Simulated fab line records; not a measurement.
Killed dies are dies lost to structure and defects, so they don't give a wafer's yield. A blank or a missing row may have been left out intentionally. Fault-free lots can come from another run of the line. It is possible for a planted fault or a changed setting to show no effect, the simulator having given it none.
One fault through the eyes of 2 desks -- flow gf180mcu -- what lay behind the numbers comes last; until then each desk has only its own

## AT THE TOOL OWNER'S DESK: litho track-04
At GF_MVPSD_DEHYDRATE_00 (time 60 s), the tool's own readings, given per lot that ran on this tool as the mean of the sampled wafers with a number. A lot is out of limits, marked OUT, if its mean lies more than 4 standard deviations from the usual mean; the brackets give that distance.
Columns: A = heater power total W at GF_MVPSD_DEHYDRATE_00, usual 158.45 W; B = run length s at GF_MVPSD_DEHYDRATE_00, usual 89.23 s
lot,first seen here,A,B
L715,day 5 09:40,158.48,89.35
L719,day 6 12:31,158.55,89.40
L730,day 9 00:19,161.13 (+21) OUT,86.04 (-19) OUT
L731,day 9 07:29,161.14 (+21) OUT,86.09 (-18) OUT
This desk's verdict: out of limits on L730, L731, starting with L730 at day 9 00:19 (heater power total W at GF_MVPSD_DEHYDRATE_00). In limits: L715, L719.

## AT THE METROLOGY DESK
What the gauges read for every lot (on any tool): the sampled wafers with a number, averaged. A lot is out of limits, marked OUT, if its mean lies more than 4 standard deviations from the usual mean; the brackets give that distance.
Columns: A = INCOMING_BOW at GF_STI_BOW_MEAS_00, usual -1 um; B = STI_CVD_03_THK at GF_STI_THK_MEAS_04, usual 207.5 nm; C = VT_IMPLANT_TW at GF_VT_IMPLANT_TW_MEAS_10, usual 564
lot,first seen here,A,B,C
L713,day 1 15:00,4,206.2,558
L714,day 1 20:01,2,206.6,570
L715,day 2 01:00,-10,204.9,568
L717,day 2 11:02,2,208.7,571
L719,day 2 21:00,4,209.7,560
L720,day 3 02:00,-7,208.5,561
L721,day 3 07:04,5,211.7,568
L722,day 3 12:00,2,207.4,559
L723,day 3 17:00,-4,207.0,560
L730,day 5 04:00,-6,205.2,563
L731,day 5 09:01,1,204.4,562
L732,day 5 14:02,-6,204.6,561
L734,day 6 00:00,0,207.5,556
L735,day 6 05:01,-11,209.5,562
This desk's finding: nothing out of limits on any of the 14 lots.

## BROUGHT TOGETHER
On L730, L731, at day 9 00:19, an alarm was possible from the tool owner's desk.
Nothing out of limits was seen by the metrology desk.
The metrology desk has L730, L731 on record, within its limits.
All the named lots went through GF_MVPSD_DEHYDRATE_00 on litho track-04.

## WHAT THE SIMULATOR HAD PUT IN
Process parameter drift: litho track-04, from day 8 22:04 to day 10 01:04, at GF_MVPSD_DEHYDRATE_00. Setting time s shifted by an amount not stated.
Shown lots that were struck: L730, L731.
Delay in hours, fault start to first out-of-limits reading, by desk: the tool owner's desk at 2.
